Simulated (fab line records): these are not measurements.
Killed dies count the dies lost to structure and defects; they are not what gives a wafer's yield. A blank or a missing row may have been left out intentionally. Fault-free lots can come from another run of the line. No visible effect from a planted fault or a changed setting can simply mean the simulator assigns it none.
A struck lot beside a sound one :: flow sky130 :: 16 out of 708 route steps
Sound: wafers L879.3, L879.5, L879.6. Struck: wafers L881.2, L881.4, L881.5. The cause is given at the end.
At each step with rows: each side's tool, then ch and its chambers, then its first start. Under that, the readings that differ: sound wafers :: struck wafers :: difference of the means :: sigmas: that difference in standard deviations of wafers without a fault.
alike: readings with means less than 2 such deviations apart, plus words and numbers identical on both sides. not compared: withheld readings, readings lacking a value on some wafer, bounds such as >300 that could conceal the same value, and numbers that have no deviation in the record and whose values overlap.
The two part at a step that has a row with sigmas, a row that says differs or no value, or rows on one side only. When numbers do not overlap yet have no deviation, they are printed without sigmas and do not part them. A reading that every wafer of one side lacks parts them only if that side has two wafers or more.

first, 8 steps without rows for these wafers: SKY_POLY_GATE_DEHYDRATE_05 (time 60 s); SKY_POLY_GATE_HMDS_06 (prime time 60 s); SKY_POLY_GATE_COAT_07 (resist thk 110 nm); SKY_POLY_GATE_COAT_08 (resist thk 450 nm); SKY_POLY_GATE_SOFTBAKE_09 (time 90 s); SKY_POLY_GATE_EXPOSE_10 (exposes mask P1M, target cd 150 nm); SKY_POLY_GATE_PEB_11; SKY_POLY_GATE_DEVELOP_12 (develop time 60 s).
SKY_POLY_GATE_CD_MEAS_13 targets a cd of 150 nm.
  sound on cd-sem-01 at day 20 03:53; struck on cd-sem-02 at day 21 10:48
  alike: cd-nm
SKY_POLY_GATE_OVL_MEAS_14:
  sound on overlay-01 at day 20 03:59; struck on overlay-01 at day 21 10:54
reading: POLY_GATE_OVL (nm)
sound: 19 19 11
struck: 2 -5 6
difference: -15
sigmas: -2
SKY_POLY_GATE_ETCH_15: etches BARC in N2/H2, stops on SiO2, time 118.5 s, target depth 110 nm.
  sound on rie-diel-01 ch 0,1,3, day 20 04:00; struck on rie-diel-03 ch 0,2,3, day 21 10:56
  alike: chamber-pressure-mTorr, drypump-motor-current-A, oes-product-au, rf-fwd-power-W, run-length-s, throttle-valve-pct
  not compared: rf-hours-counter-h
SKY_POLY_GATE_ETCH_16: etches Si3N4 in CH3F/O2, stops on poly-Si, time 147.5 s, target depth 75 nm.
  sound on rie-diel-01 ch 0,1,3, day 20 04:05; struck on rie-diel-03 ch 0,2,3, day 21 11:01
  alike: chamber-pressure-mTorr, drypump-motor-current-A, oes-product-au, rf-fwd-power-W, run-length-s, throttle-valve-pct
  not compared: rf-hours-counter-h
SKY_POLY_GATE_ETCH_17: etches poly-Si in HBr/Cl2, stops on SiO2, target depth 180 nm, time 70.5 s.
  sound on rie-si-01 ch 1,2,3, day 20 04:11; struck on rie-si-02 ch 0,1, day 21 11:07
reading: oes-product-au (a.u.)
sound: 0.993 0.987 0.982
struck: 0.898 0.886 0.893
difference: -0.095
sigmas: -13

reading: rf-fwd-power-W (W)
sound: 397.5 394.3 396.9
struck: 400.3 399.9 398.6
difference: +3.4
sigmas: +2

reading: run-length-s (s)
sound: 98.3 99.4 98.8
struck: 111.6 111.3 111.6
difference: +12.7
sigmas: +33

reading: model.KrF-thick_of_POLY_GATE_COAT_08.thk-nm (nm)
sound: 137.6 135.2 136.5
struck: 124.8 123.4 128.5
difference: -10.9
sigmas: 

reading: model.POLY_GATE.feature-depth-nm (nm)
sound: 179.3 179.1 177.9
struck: 181.8 181.6 180.8
difference: +2.6
sigmas: 

reading: model.etch.depth-nm (nm)
sound: 179.3 179.1 177.9
struck: 181.2 181 180.3
difference: +2.1
sigmas: 
  alike: chamber-pressure-mTorr, drypump-motor-current-A, throttle-valve-pct
  not compared: rf-hours-counter-h
SKY_POLY_GATE_STRIP_18: strips in O2/N2.
  sound on plasma-asher-01 ch 0,1, day 20 04:16; struck on plasma-asher-02 ch 1, day 21 11:10
reading: strip-time-to-endpoint-s (s)
sound: 3.20 3.19 3.21
struck: 3.06 3.02 3.10
difference: -0.14
sigmas: -3
  alike: chamber-pressure-mTorr, drypump-motor-current-A, oes-product-au
  not compared: rf-hours-counter-h
then, 1 step without rows for these wafers: SKY_POLY_GATE_CLEAN_19 (cleans in SC1/SC2, time 150 s).
-- here the record skips 28 days between the struck wafers' starts before and after, leaving off in module POLY_GATE and picking up in module PAD_OPEN (first step shown: number 708 of the route) --
SKY_PAD_OPEN_PROBE_99:
  sound on prober-01 at day 48 08:46; struck on prober-01 at day 49 07:12
reading: model.etest.tip-sonos.rs-ohm-sq
sound: 2597 2641 2619
struck: 2476 2514 2492
difference: -125
sigmas: 
  alike: killed_at_M0_to_M3, killed_at_M4_up, killed-at-contacts, killed-at-front-end, killed-at-other, killed-dies, killed-open, killed-short
  not compared: model.etest.tip-n.rs-ohm-sq

## WHERE THEY PART
Last at SKY_POLY_GATE_STRIP_18 as far as this record goes, first at SKY_POLY_GATE_OVL_MEAS_14. Later steps at which nothing parts them and some readings are alike: SKY_PAD_OPEN_PROBE_99.

WHY: what had been put in by the simulator
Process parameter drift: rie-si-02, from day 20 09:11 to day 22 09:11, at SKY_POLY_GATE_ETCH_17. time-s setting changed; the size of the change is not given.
